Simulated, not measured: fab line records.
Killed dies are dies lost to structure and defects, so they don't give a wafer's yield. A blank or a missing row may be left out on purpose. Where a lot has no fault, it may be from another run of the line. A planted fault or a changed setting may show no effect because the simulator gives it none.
Chamber matching + flow sky130 + rie_si-01 running SKY_FIELD_ISO_ETCH_17: 4 sister chambers
The step etches Si in HBr/Cl2/O2, target depth 342 nm, time 97.7 s. 8 wafers are shown with their chamber, then 7 later ones without.

== WAFERS PAIRED WITH THEIR CHAMBERS ==
| wafer  | chamber | drypump_motor_current_A (A) | oes_product_au (a.u.) |
|--------|---------|-----------------------------|-----------------------|
| L774.6 | 1       | 6.12                        | 1.013                 |
| L775.1 | 3       | 5.73                        | 1.038                 |
| L775.4 | 0       | 5.95                        | 1.035                 |
| L776.1 | 1       | 6.14                        | 1.016                 |
| L776.2 | 2       | 6.01                        | 0.990                 |
| L776.6 | 0       | 5.90                        | 1.041                 |
| L778.3 | 2       | 5.95                        | 0.990                 |
| L778.5 | 3       | 5.77                        | 1.024                 |

== WAFERS WITH NO CHAMBER GIVEN ==
| wafer  | drypump_motor_current_A (A) | oes_product_au (a.u.) |
|--------|-----------------------------|-----------------------|
| L778.6 | 5.88                        | 1.039                 |
| L791.2 | 5.88                        | 1.035                 |
| L791.4 | 6.02                        | 0.986                 |
| L791.5 | 5.85                        | 1.026                 |
| L792.1 | 6.14                        | 1.000                 |
| L792.2 | 6.01                        | 0.987                 |
| L792.3 | 5.88                        | 1.021                 |

== WHICH CHAMBER EACH WENT THROUGH ==
| wafer  | from the rows above     | in truth |
|--------|-------------------------|----------|
| L778.6 | 0                       | 0        |
| L791.2 | 0                       | 0        |
| L791.4 | 2                       | 2        |
| L791.5 | can't be placed: 0 or 3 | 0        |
| L792.1 | 1                       | 1        |
| L792.2 | 2                       | 2        |
| L792.3 | can't be placed: 0 or 3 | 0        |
5 of 7 placed correctly. From these rows, 2 cannot be placed; in 2 the true chamber is one of the candidates. Number placed wrongly: 0.
How it was worked out, from the rows above alone: a wafer's distance from a chamber is the root of the sum, over the readings, of the square of ((its reading less the chamber's mean) divided by the reading's scatter). The wafer belongs to the nearest chamber; if the next one is less than 2 further off, it can't be placed. The mean given for a chamber averages the wafers shown for that chamber. The scatter is the square root of a quotient: the sum, over the shown wafers, of each reading's squared deviation from its chamber's mean, divided by wafers minus chambers.
